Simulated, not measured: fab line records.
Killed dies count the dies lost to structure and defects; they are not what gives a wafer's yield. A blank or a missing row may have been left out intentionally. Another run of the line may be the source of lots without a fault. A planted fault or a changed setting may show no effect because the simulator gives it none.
A lot that was struck, set against a sound lot	flow sky130	15 out of 708 route steps
Sound: these wafers, L678.2, L678.4, L678.6. Struck: wafers L694.1, L694.4, L694.5. The cause is given at the end.
For every step that has rows: the tool of each side, followed by ch and its chambers, followed by its first start. Under that, the readings that differ: sound wafers	struck wafers	difference of the means	sigmas: that difference in standard deviations of wafers without a fault.
alike: readings whose means differ by less than 2 such deviations, and words and numbers that are the same on both sides. not compared: withheld readings, readings that some wafer has no value for, bounds like >300 that may hide the same value, and numbers for which the record gives no deviation and whose values overlap.
The two part at a step that has a row with sigmas, a row that says differs or no value, or rows on one side only. Numbers that don't overlap but have no deviation are shown without sigmas and don't part them. A reading that every wafer of one side lacks parts them only if that side has two wafers or more.

first, 5 steps without rows for these wafers: SKY_SONOS_TUNNEL_COAT_02 (resist thk 1140 nm); SKY_SONOS_TUNNEL_SOFTBAKE_03 (time 60 s); SKY_SONOS_TUNNEL_EXPOSE_04 (exposes mask TUNM, target cd 410 nm); SKY_SONOS_TUNNEL_PEB_05; SKY_SONOS_TUNNEL_DEVELOP_06 (develop time 60 s).
SKY_SONOS_TUNNEL_CD_MEAS_07 targets a cd of 410 nm.
  sound: cdSem-01 at day 12 20:53; struck: cdSem-01 at day 18 06:51
  alike: cdNm
SKY_SONOS_TUNNEL_OVL_MEAS_08:
  sound: overlay-02 at day 12 20:59; struck: overlay-01 at day 18 06:58
  alike: SONOS_TUNNEL_OVL
then, 3 steps without rows for these wafers: SKY_SONOS_TUNNEL_IMPLANT_09; SKY_SONOS_TUNNEL_WET_ETCH_10 (etches SiO2 in dHF, target depth 14 nm, time 280 s); SKY_SONOS_TUNNEL_STRIP_11 (strips in SPM, time 600 s).
SKY_SONOS_TUNNEL_TW_MEAS_12:
  sound: filmMetro-04 at day 12 21:26; struck: filmMetro-01 at day 18 07:25
reading	sound	struck	difference	sigmas
SONOS_TUNNEL_TW	202 202 202	195 195 194	-7	-2
then, 1 step without rows for these wafers: SKY_SONOS_TUNNEL_CLEAN_13 (cleans in dHF, time 20 s).
SKY_SONOS_ONO_OXIDATION_00: stabilise 600 s, purge 300 s, target thk 2.6 nm.
  sound on furnace-01 ch 0, day 12 22:26; struck on furnace-02 ch 0, day 18 10:22
reading	sound	struck	difference	sigmas
spikeTcCentreC (C)	800.2 800.1 797.9	810.6 811.6 812.1	+12.0	+7
spikeTcLowerC (C)	801.6 802.6 803.3	807.7 806.1 808.4	+4.9	+4
spikeTcUpperC (C)	799.7 801.0 800.6	809.0 806.3 807.9	+7.3	+7
tubeCenterTempC (C)	800.07 799.92 799.92	807.77 807.75 807.66	+7.76	+98
tube_center_temp_C_max	802.2 801.6 801.7	810.0 809.5 809.9	+8.0	+24
zonePowerBottomPct (%)	19.5 19.4 19.3	23.3 23.2 23.2	+3.8	+2
model.SiO2_of_SONOS_ONO_OXIDATION_00.thkNm (nm)	2.562 2.54 2.548	2.829 2.841 2.855	+0.292	
  alike: rampUpCPerMin, zonePowerUpperPct
SKY_SONOS_ONO_THK_MEAS_01:
  sound: filmMetro-03 at day 12 23:47; struck: filmMetro-02 at day 18 12:07
reading	sound	struck	difference	sigmas
SONOS_ONO_OXIDATION_THK (nm)	2.57 2.58 2.58	2.85 2.88 2.86	+0.29	+5
  not compared: hold
-- the record jumps here: 32 days lie between the struck wafers' starts before and after (it left off in module SONOS_ONO and takes up again in module PAD_OPEN, whose first step shown is number 708 of the route) --
SKY_PAD_OPEN_PROBE_99:
  sound: prober-02 at day 47 06:07; struck: prober-02 at day 50 20:10
reading	sound	struck	difference	sigmas
model.etest.sonosErased.driveUaUm	182.5 170.2 190.3	165.5 160 164.6	-17.6	
model.etest.sonosErased.vtV (V)	-2.265 -2.284 -2.221	-2.132 -2.106 -2.148	+0.128	
model.etest.sonosBaked.vtLessV (V)	-0.5175 -0.5734 -0.5278	-0.482 -0.4198 -0.4726	+0.081	
  alike: killed_at_M0_to_M3, killed_at_M4_up, killedAtContacts, killedAtFrontEnd, killedAtOther, killedDies, killedOpen, killedShort
  not compared: model.etest.capOno.gateLog10ACm2, model.etest.capOno.toxAccNm, model.etest.sonosProgrammed.vtV

## WHERE THEY PART
At SKY_SONOS_TUNNEL_TW_MEAS_12 first; at SKY_SONOS_ONO_THK_MEAS_01 last (within this record only). Later steps at which nothing parts them and some readings are alike: SKY_PAD_OPEN_PROBE_99.

WHY: the cause the simulator had injected
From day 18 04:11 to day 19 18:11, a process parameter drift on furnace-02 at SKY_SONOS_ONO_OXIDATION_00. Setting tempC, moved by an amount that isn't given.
